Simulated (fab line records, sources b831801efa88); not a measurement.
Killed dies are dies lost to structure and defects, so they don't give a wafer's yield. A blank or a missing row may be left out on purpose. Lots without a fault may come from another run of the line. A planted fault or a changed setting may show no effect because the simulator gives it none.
A struck lot beside a sound one | flow sky130 | 16 steps out of a route of 708
Sound: wafers L908.1, L908.2, L908.4. Struck: wafers L914.1, L914.2, L914.5. The cause comes at the end.
At each step with rows: each side's tool, then ch and its chambers, then its first start. Under that, the readings that differ: sound wafers | struck wafers | difference of the means | sigmas: that difference in standard deviations of wafers without a fault.
alike: readings whose means differ by less than 2 such deviations, and words and numbers that are the same on both sides. not compared: withheld readings, readings that some wafer has no value for, bounds like >300 that may hide the same value, and numbers for which the record gives no deviation and whose values overlap.
The two part at a step that has a row with sigmas, a row that says differs or no value, or rows on one side only. Numbers that don't overlap but have no deviation are shown without sigmas and don't part them. A reading that every wafer of one side lacks parts them only if that side has two wafers or more.

first, 3 steps without rows for these wafers: SKY_VIA1_EXPOSE_09 (exposes mask VIM, target cd 150 nm); SKY_VIA1_PEB_10; SKY_VIA1_DEVELOP_11 (develop time 60 s).
SKY_VIA1_CD_MEAS_12: target cd 150 nm.
  sound on cd_sem-02, day 37 02:58; struck on cd_sem-02, day 40 03:16
  alike: cd_nm
SKY_VIA1_OVL_MEAS_13:
  sound on overlay-02, day 37 03:05; struck on overlay-01, day 40 03:23
  reading       | sound  | struck    | difference | sigmas
  VIA1_OVL (nm) | 14 3 1 | -6 -10 -1 | -12        | -2
SKY_VIA1_ETCH_14: etches BARC in N2/H2, stops on SiO2, time 45.9 s, target depth 60 nm.
  sound on rie_diel-01 ch 0,1,2, day 37 03:07; struck on rie_diel-03 ch 1,2, day 40 03:25
  alike: drypump_motor_current_A, oes_product_au, rf_fwd_power_W, throttle_valve_pct
  not compared: rf_hours_counter_h
SKY_VIA1_ETCH_15: etches SiO2 in C4F8/O2/Ar, stops on TiN, target depth 351 nm, time 54 s.
  sound on rie_diel-01 ch 0,1,2, day 37 03:10; struck on rie_diel-03 ch 1,2, day 40 03:28
  alike: oes_product_au, rf_fwd_power_W
  not compared: rf_hours_counter_h
SKY_VIA1_STRIP_16: strips in O2/N2.
  sound on plasma_asher-04 ch 0,1, day 37 03:12; struck on plasma_asher-01 ch 0,1, day 40 03:31
  alike: drypump_motor_current_A, oes_product_au, strip_time_to_endpoint_s
  not compared: rf_hours_counter_h
then, 3 steps without rows for these wafers: SKY_VIA1_STRIP_17 (strips in post etch residue remover, time 1200 s); SKY_VIA1_CLEAN_18 (cleans in IPA, time 180 s); SKY_VIA1_CLEAN_19 (cleans in O3/DIW).
SKY_VIA1_SPUTTER_20: material TiN, target thk 20 nm, time 80 s.
  sound on pvd_sputter-01, day 37 03:49; struck on pvd_sputter-04, day 40 04:08
  alike: throttle_valve_pct
SKY_VIA1_CVD_21: deposits W, target thk 270 nm, time 80.902 s.
  sound on cvd_w-02 ch 0,1, day 37 03:53; struck on cvd_w-02 ch 0,1, day 40 04:12
  no value came back on the struck wafers for chamber_pressure_Torr (Torr), heater_power_outer_w (W), heater_power_w (W); on the sound wafers chamber_pressure_Torr (Torr) reads 40.13 40.08 40.14
SKY_VIA1_RS_MEAS_22: measures by four-point-probe.
  sound on film_metro-04, day 37 03:58; struck on film_metro-04, day 40 04:18
  reading            | sound             | struck               | difference | sigmas
  VIA1_W_RS (ohm/sq) | 0.426 0.417 0.434 | 59.060 58.776 57.595 | +58.051    | +99 or more
SKY_VIA1_THK_MEAS_23: measures by xrf.
  sound on film_metro-04, day 37 04:05; struck on film_metro-04, day 40 04:25
  reading         | sound       | struck   | difference | sigmas
  VIA1_W_THK (nm) | 271 278 266 | <0 <0 <0 | differs    |
SKY_VIA1_CMP_24: polishes, stops on SiO2, t overpolish 15 s, target thk 0 nm.
  sound on cmp-02 ch 0,1,2, day 37 04:09; struck on cmp-02 ch 1,2,3, day 40 04:29
  reading                | sound    | struck | difference | sigmas
  time_to_endpoint_s (s) | 60 67 69 | 2 6 2  | -62        | -14
  alike: motor_current_A

WHERE THEY PART
First at SKY_VIA1_OVL_MEAS_13; last, within this record, at SKY_VIA1_CMP_24.

WHY: what the simulator had put in
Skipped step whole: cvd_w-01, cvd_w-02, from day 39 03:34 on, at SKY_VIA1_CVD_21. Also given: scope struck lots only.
